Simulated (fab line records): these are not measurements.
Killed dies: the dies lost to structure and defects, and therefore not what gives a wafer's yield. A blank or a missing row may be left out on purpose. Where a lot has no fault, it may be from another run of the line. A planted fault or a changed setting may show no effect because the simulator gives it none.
The tool behind it: which one? | flow sky130 | 11 lots with 33 wafers sampled at 5 steps, on a route of 708 steps

## WHAT THE GAUGES READ, wafer by wafer
SKY_CAP2M_THK_MEAS_01.
lot  | measured     | on            | CAP2M_CVD_00_THK (nm)
L208 | day 39 16:10 | film_metro-03 | 15.48 15.62 15.79
L209 | day 40 03:31 | film_metro-04 | 15.41 15.22 15.65
L211 | day 40 10:16 | film_metro-01 | 15.25 15.59 15.52
L213 | day 41 17:40 | film_metro-03 | 15.35 15.38 15.78
L216 | day 42 08:38 | film_metro-03 | 15.47 15.28 15.71
L217 | day 42 14:34 | film_metro-01 | 15.43 15.78 15.83
L220 | day 43 10:23 | film_metro-03 | 15.39 15.46 15.56
L224 | day 44 15:46 | film_metro-04 | 15.70 16.02 16.10
L223 | day 44 16:03 | film_metro-01 | 25.32 15.94 15.65
L230 | day 46 00:56 | film_metro-01 | 15.69 15.44 16.05
L231 | day 46 04:13 | film_metro-04 | 15.79 15.78 16.10

SKY_CAP2M_RS_MEAS_03: uses a four-point probe to measure.
lot  | measured     | on            | CAP2M_TIN_RS (ohm/sq)
L208 | day 39 16:20 | film_metro-04 | 6.98 6.98 6.84
L209 | day 40 03:41 | film_metro-04 | 6.85 6.81 6.81
L211 | day 40 10:28 | film_metro-01 | 6.91 6.90 6.90
L213 | day 41 17:50 | film_metro-04 | 6.80 6.78 6.81
L216 | day 42 08:49 | film_metro-04 | 7.00 6.97 6.95
L217 | day 42 14:45 | film_metro-04 | 6.83 6.85 6.90
L220 | day 43 10:34 | film_metro-04 | 6.89 6.91 6.91
L224 | day 44 15:57 | film_metro-03 | 6.92 6.86 6.91
L223 | day 44 16:14 | film_metro-01 | 6.85 6.79 6.82
L230 | day 46 01:06 | film_metro-03 | 6.83 6.87 6.83
L231 | day 46 04:23 | film_metro-03 | 6.98 6.92 6.95

SKY_CAP2M_THK_MEAS_04: measures by xrf.
lot  | measured     | on            | CAP2M_TIN_THK (nm)
L208 | day 39 16:27 | film_metro-04 | 194.3 194.1 197.3
L209 | day 40 03:48 | film_metro-04 | 198.5 198.4 198.8
L211 | day 40 10:34 | film_metro-01 | 198.1 197.9 198.3
L213 | day 41 17:58 | film_metro-04 | 198.8 199.3 198.4
L216 | day 42 08:56 | film_metro-04 | 193.2 194.9 195.1
L217 | day 42 14:51 | film_metro-04 | 198.5 198.0 196.1
L220 | day 43 10:41 | film_metro-04 | 196.8 197.1 196.7
L224 | day 44 16:03 | film_metro-03 | 199.5 200.7 198.5
L223 | day 44 16:20 | film_metro-01 | 199.0 201.2 199.7
L230 | day 46 01:13 | film_metro-03 | 201.2 199.8 201.5
L231 | day 46 04:30 | film_metro-03 | 196.4 199.2 197.5

## WHICH TOOL RAN EACH LOT (tool, then ch and the chambers of the sampled wafers, then the start)
lot  | SKY_METAL3_DESCUM_15              | SKY_CAP2M_CVD_00
L208 | rie_metal-02 ch 0,1, day 38 12:25 | pecvd-01 ch 0,1, day 39 16:07
L209 | rie_metal-02 ch 0,1, day 38 23:37 | pecvd-02 ch 0,2, day 40 03:29
L211 | rie_metal-01 ch 0,1, day 39 06:28 | pecvd-01 ch 0,1,2, day 40 10:14
L213 | rie_metal-03 ch 0, day 40 13:25   | pecvd-02 ch 0,1, day 41 17:39
L216 | rie_metal-01 ch 0,1, day 41 06:01 | pecvd-02 ch 0,1,2, day 42 08:37
L217 | rie_metal-03 ch 0,1, day 41 11:56 | pecvd-01 ch 0,1, day 42 14:31
L220 | rie_metal-03 ch 0,1, day 42 08:01 | pecvd-01 ch 0,1,2, day 43 10:22
L224 | rie_metal-03 ch 0,1, day 43 13:04 | pecvd-03 ch 1,2, day 44 15:43
L223 | rie_metal-01 ch 0,1, day 43 14:40 | pecvd-01 ch 0,1,2, day 44 16:01
L230 | rie_metal-03 ch 0,1, day 45 00:40 | pecvd-03 ch 0,2, day 46 00:55
L231 | rie_metal-01 ch 0,1, day 45 04:10 | pecvd-03 ch 0,1,2, day 46 04:11
- SKY_METAL3_DESCUM_15: chemistry O2, time 8 s.
- SKY_CAP2M_CVD_00: deposits SiO2, target thk 15.5 nm.

## AS READ BY THE TOOLS THEMSELVES (means over the sampled wafers that have a number; for cases with no such wafer, the mark the record gives instead)
SKY_METAL3_DESCUM_15.
lot  | tool         | chamber_pressure_mTorr (mTorr) | drypump_motor_current_A (A) | oes_product_au (a.u.)
L208 | rie_metal-02 | 10.002                         | 6.4                         | 1.009
L209 | rie_metal-02 | 9.995                          | 6.3                         | 1.014
L211 | rie_metal-01 | 9.996                          | 6.1                         | 1.009
L213 | rie_metal-03 | 9.987                          | 5.7                         | 0.995
L216 | rie_metal-01 | 10.004                         | 6.0                         | 1.001
L217 | rie_metal-03 | 9.997                          | 6.4                         | 0.991
L220 | rie_metal-03 | 10.006                         | 6.4                         | 1.000
L224 | rie_metal-03 | 9.996                          | 6.1                         | 0.993
L223 | rie_metal-01 | 10.001                         | 6.1                         | 1.003
L230 | rie_metal-03 | 9.997                          | 6.4                         | 0.992
L231 | rie_metal-01 | 9.999                          | 6.1                         | 1.008

SKY_CAP2M_CVD_00.
lot  | tool     | heater_power_w (W)
L208 | pecvd-01 | 711
L209 | pecvd-02 | 624
L211 | pecvd-01 | 745
L213 | pecvd-02 | 664
L216 | pecvd-02 | 721
L217 | pecvd-01 | 760
L220 | pecvd-01 | 743
L224 | pecvd-03 | 634
L223 | pecvd-01 | 753
L230 | pecvd-03 | 644
L231 | pecvd-03 | 643

## THE ANSWER, worked out from the rows above alone
Rule: the lots themselves supply what counts as usual. The widest of any qualifying gaps counts: lots, ordered by their means at a reading, are off when they make up no more than a third of the lots, leave a main group of 4 or more, and stand apart from it by 3 or more times the standard deviation of that group's means. Not used: any main group whose means are identical at the precision the tables above print for the reading. A lot without any number at a reading at which 4 lots or more have one is off too. Where the step has rows for the other lots, those lots are counted as sound. Order of review: gauges by route order, followed by the tools' own readings, for which a lot's mean as printed above is used. The first step at which some lot is off is used, and at that step the reading that is off furthest; a lot without a number counts as furthest.
Off: at SKY_CAP2M_THK_MEAS_01 (CAP2M_CVD_00_THK), L223. The main group: mean 15.62 nm, standard deviation 0.18.
If a tool, at a process step before that reading, ran all the lots that are off and no sound lot after the first of them, it fits. Gauges at SKY_CAP2M_THK_MEAS_01: tried the same way as those tools. One fits: pecvd-01 at SKY_CAP2M_CVD_00. A fault onset in the window from L220 (day 43 10:22, its last sound lot) to L223 (day 44 16:01, its first lot off) fits.

## WHAT THE SIMULATOR HAD INSERTED
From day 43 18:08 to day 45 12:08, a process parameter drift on pecvd-01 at SKY_CAP2M_CVD_00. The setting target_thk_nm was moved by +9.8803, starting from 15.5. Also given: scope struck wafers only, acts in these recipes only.
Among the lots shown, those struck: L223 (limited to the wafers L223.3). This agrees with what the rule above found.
